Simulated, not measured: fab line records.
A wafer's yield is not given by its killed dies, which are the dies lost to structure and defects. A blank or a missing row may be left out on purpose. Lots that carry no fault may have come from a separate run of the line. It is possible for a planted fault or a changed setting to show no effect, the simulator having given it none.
2 desks, one fault	flow sfq-line	each desk holds nothing but its own numbers, with what lay behind them at the end

## FROM THE METROLOGY DESK
What the gauges read, lot by lot, whatever tool the lot ran on: means of the sampled wafers that have a number. Marked OUT: a lot whose mean sits more than 4 standard deviations from the usual mean, which makes it out of limits; the brackets give that distance.
Columns: A = R5_OVL at SFQ_R5_OVL_MEAS_935, usual 1 nm
lot	first seen here	A
L814	day 69 05:29	4
L815	day 69 06:41	5
L816	day 69 07:53	-2
L818	day 69 12:41	14
L821	day 70 13:10	-2
L822	day 72 08:03	2
L823	day 72 10:26	1
L824	day 76 05:37	-1
L825	day 76 08:01	-2
L826	day 76 11:38	2
L827	day 76 16:26	0
L831	day 77 17:53	-5
L832	day 77 23:25	6
L833	day 78 08:23	-3
L835	day 78 15:35	8
Finding of this desk: none of the 15 lots has anything out of limits.

## DESK OF THE TOOL OWNER: rie-metal-02
The tool's own readings at SFQ_TRILAYER_M7_BARC_OPEN_METAL_ETCH_229 (etches BARC in O2, target depth 125 nm, time 41.7 s): means of the sampled wafers that have a number, for each lot that ran on this tool. Marked OUT: a lot whose mean sits more than 4 standard deviations from the usual mean, which makes it out of limits; the brackets give that distance.
Columns: A = bias-w at SFQ_TRILAYER_M7_BARC_OPEN_METAL_ETCH_229, usual 79.98 W; B = chamber-pressure-mTorr at SFQ_TRILAYER_M7_BARC_OPEN_METAL_ETCH_229, usual 10.000 mTorr; C = drypump-motor-current-A at SFQ_TRILAYER_M7_BARC_OPEN_METAL_ETCH_229, usual 5.7 A; D = oes-product-au at SFQ_TRILAYER_M7_BARC_OPEN_METAL_ETCH_229, usual 0.685 a.u.
lot	first seen here	A	B	C	D
L814	day 77 03:31	80.15	10.004	6.0	0.683
L815	day 77 09:32	79.84	10.000	5.8	0.689
L816	day 80 10:49	80.18	10.001	5.8	0.686
L818	day 81 04:14	79.73	10.000	6.3	0.685
L821	day 84 21:29	79.90	9.990	5.8	0.681
L835	day 89 02:44	79.84	10.004	5.8	0.684
Finding of this desk: none of the 6 lots has anything out of limits.

## BROUGHT TOGETHER
The metrology desk saw nothing out of limits.
The desk of the tool owner found nothing out of limits.

## WHAT WAS PUT IN BY THE SIMULATOR
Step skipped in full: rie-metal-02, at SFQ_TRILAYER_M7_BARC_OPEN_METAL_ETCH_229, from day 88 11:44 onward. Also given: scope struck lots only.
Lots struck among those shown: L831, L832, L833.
